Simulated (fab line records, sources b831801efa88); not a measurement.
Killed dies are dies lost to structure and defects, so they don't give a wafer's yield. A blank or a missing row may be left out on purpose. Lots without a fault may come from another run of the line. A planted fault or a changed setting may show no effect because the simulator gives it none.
Chamber matching | flow sky130 | SKY_CONTACT_CMP_27 on cmp-02: 4 sister chambers
The step polishes, stops on SiO2, t overpolish 15 s, target thk 0 nm. 7 wafers are shown with their chamber, then 7 later ones without.

WAFERS WITH THEIR CHAMBER
wafer  | chamber | motor_current_A (A) | time_to_endpoint_s (s)
L665.4 | 0       | 10.3                | 76
L666.1 | 1       | 11.9                | 88
L672.1 | 1       | 11.5                | 87
L672.3 | 3       | 8.6                 | 82
L672.6 | 2       | 11.9                | 82
L677.1 | 2       | 12.4                | 89
L677.3 | 3       | 8.8                 | 85

WAFERS WITHOUT THEIR CHAMBER
wafer  | motor_current_A (A) | time_to_endpoint_s (s)
L677.4 | 10.3                | 83
L682.2 | 10.2                | 80
L682.3 | 12.7                | 84
L682.4 | 8.5                 | 83
L683.2 | 10.3                | 78
L683.4 | 11.9                | 85
L683.6 | 8.5                 | 77

WHICH CHAMBER EACH WENT THROUGH
wafer  | from the rows above     | in truth
L677.4 | 0                       | 0
L682.2 | 0                       | 0
L682.3 | can't be placed: 2 or 1 | 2
L682.4 | 3                       | 3
L683.2 | 0                       | 0
L683.4 | can't be placed: 2 or 1 | 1
L683.6 | 3                       | 3
Placed correctly: 5 of 7. Can't be placed from these rows: 2 (the true chamber is among the candidates in 2). Placed wrongly: 0.
How it was worked out, from the rows above alone: a wafer's distance from a chamber is the root of the sum, over the readings, of the square of ((its reading less the chamber's mean) divided by the reading's scatter). The wafer belongs to the nearest chamber; if the next one is less than 2 further off, it can't be placed. A chamber's mean is the mean of its shown wafers. The scatter: the root of (the sum of the squares of (reading less its chamber's mean) over the shown wafers, divided by (wafers less chambers)).
